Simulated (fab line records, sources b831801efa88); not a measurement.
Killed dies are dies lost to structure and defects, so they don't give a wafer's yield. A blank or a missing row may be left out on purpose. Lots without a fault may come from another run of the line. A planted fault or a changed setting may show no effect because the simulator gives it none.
Which tool did it? | flow sky130 | 14 lots, 42 wafers sampled, at 4 steps of a route of 708

WHAT THE GAUGES READ, wafer by wafer
SKY_LI_CONTACT_THK_MEAS_23: measures by xrf.
lot  | measured     | on            | LI_CONTACT_W_THK (nm)
L348 | day 28 18:15 | film_metro-02 | 405 403 406
L349 | day 29 01:49 | film_metro-04 | 411 412 409
L350 | day 29 13:07 | film_metro-01 | 405 408 409
L352 | day 31 00:46 | film_metro-01 | 400 401 401
L355 | day 31 13:38 | film_metro-01 | 411 407 410
L356 | day 31 19:05 | film_metro-02 | 403 416 405
L357 | day 32 05:33 | film_metro-02 | 414 418 415
L365 | day 34 16:23 | film_metro-01 | 410 408 407
L366 | day 34 18:18 | film_metro-02 | 407 411 412
L368 | day 35 09:59 | film_metro-01 | 401 404 407
L367 | day 35 19:58 | film_metro-02 | 415 414 411
L369 | day 36 09:35 | film_metro-01 | 407 411 406
L371 | day 36 13:46 | film_metro-04 | 404 408 403
L370 | day 36 14:08 | film_metro-01 | 408 408 412

SKY_LOCAL_INTERCONNECT_RS_MEAS_01: measures by four-point-probe.
lot  | measured     | on            | LOCAL_INTERCONNECT_TIN_RS (ohm/sq)
L348 | day 28 18:41 | film_metro-04 | 14.02 14.05 14.01
L349 | day 29 02:15 | film_metro-03 | 14.31 14.33 14.28
L350 | day 29 13:33 | film_metro-03 | 14.22 14.32 14.24
L352 | day 31 01:11 | film_metro-03 | 13.95 13.93 13.94
L355 | day 31 14:06 | film_metro-02 | 14.42 14.16 14.20
L356 | day 31 19:30 | film_metro-04 | 14.25 14.24 14.29
L357 | day 32 05:59 | film_metro-04 | 14.53 14.50 14.50
L365 | day 34 16:48 | film_metro-02 | 14.30 13.90 14.14
L366 | day 34 18:45 | film_metro-04 | 13.72 13.87 13.82
L368 | day 35 10:24 | film_metro-04 | 14.17 14.08 14.19
L367 | day 35 20:33 | film_metro-04 | 13.91 13.67 13.68
L369 | day 36 10:01 | film_metro-03 | 13.64 13.87 13.83
L371 | day 36 14:11 | film_metro-03 | 14.36 14.24 14.23
L370 | day 36 14:34 | film_metro-02 | 14.00 14.04 13.90

SKY_CONTACT_THK_MEAS_03.
lot  | measured     | on            | CONTACT_HDPCVD_THK (nm)
L348 | day 30 00:06 | film_metro-01 | 567 569 575
L349 | day 30 06:51 | film_metro-04 | 574 570 566
L350 | day 30 18:17 | film_metro-04 | 561 566 564
L352 | day 32 04:35 | film_metro-03 | 556 561 557
L355 | day 32 17:53 | film_metro-03 | 414 410 411
L356 | day 33 00:05 | film_metro-04 | 414 416 421
L357 | day 33 10:23 | film_metro-03 | 560 565 567
L365 | day 35 19:49 | film_metro-01 | 565 557 554
L366 | day 35 22:36 | film_metro-01 | 558 561 557
L368 | day 36 12:13 | film_metro-01 | 567 556 561
L367 | day 36 21:10 | film_metro-03 | 565 556 565
L369 | day 37 13:13 | film_metro-03 | 573 577 576
L371 | day 37 16:59 | film_metro-01 | 568 566 572
L370 | day 37 17:41 | film_metro-03 | 560 558 563

WHICH TOOL RAN EACH LOT (tool, then ch and the chambers of the sampled wafers, then the start)
lot  | SKY_CONTACT_HDPCVD_02
L348 | hdpcvd-02 ch 0,1, day 30 00:01
L349 | hdpcvd-02 ch 0,1,2, day 30 06:46
L350 | hdpcvd-02 ch 0,1,2, day 30 18:13
L352 | hdpcvd-01 ch 1,2, day 32 04:31
L355 | hdpcvd-01 ch 0,1,2, day 32 17:48
L356 | hdpcvd-01 ch 0,2, day 33 00:02
L357 | hdpcvd-02 ch 1,2, day 33 10:18
L365 | hdpcvd-01 ch 0,1,2, day 35 19:45
L366 | hdpcvd-02 ch 0,1, day 35 22:31
L368 | hdpcvd-02 ch 0,1, day 36 12:09
L367 | hdpcvd-02 ch 1,2, day 36 21:05
L369 | hdpcvd-02 ch 0,1, day 37 13:09
L371 | hdpcvd-02 ch 0,1, day 37 16:56
L370 | hdpcvd-01 ch 0,1,2, day 37 17:36
- SKY_CONTACT_HDPCVD_02: deposits SiO2, target thk 565 nm, time 94.2 s.

WHAT THE TOOLS THEMSELVES READ (means of the sampled wafers that have a number; where no wafer has one, the mark that the record gives instead)
The record holds no such reading with a usual standard deviation.

THE ANSWER, worked out from the rows above alone
Rule: what is usual is taken from the lots themselves. Put in order of their means at a reading, lots are off if they are a third of the lots or fewer, leave a main group of 4 or more, and stand apart from it by a gap of 3 or more times the standard deviation of the main group's means; of several such gaps the widest counts. A main group whose means are all the same, to the digits that the tables above print for the reading, isn't used. A lot without any number at a reading at which 4 lots or more have one is off too. The other lots that the step has rows for count as sound. The gauges are gone through in route order, then the tools' own readings, and for those a lot's mean is taken as printed above. The first step at which some lot is off is used, and at that step the reading that is off furthest; a lot without a number counts as furthest.
Off: L355, L356, at SKY_CONTACT_THK_MEAS_03 (CONTACT_HDPCVD_THK). The main group: mean 564 nm, standard deviation 5.3.
A tool fits if, at a process step before that reading, it ran every lot that is off, and no sound lot after the first of them. The gauges at SKY_CONTACT_THK_MEAS_03 are tried like those tools. None of those tried fits.

WHAT THE SIMULATOR HAD PUT IN
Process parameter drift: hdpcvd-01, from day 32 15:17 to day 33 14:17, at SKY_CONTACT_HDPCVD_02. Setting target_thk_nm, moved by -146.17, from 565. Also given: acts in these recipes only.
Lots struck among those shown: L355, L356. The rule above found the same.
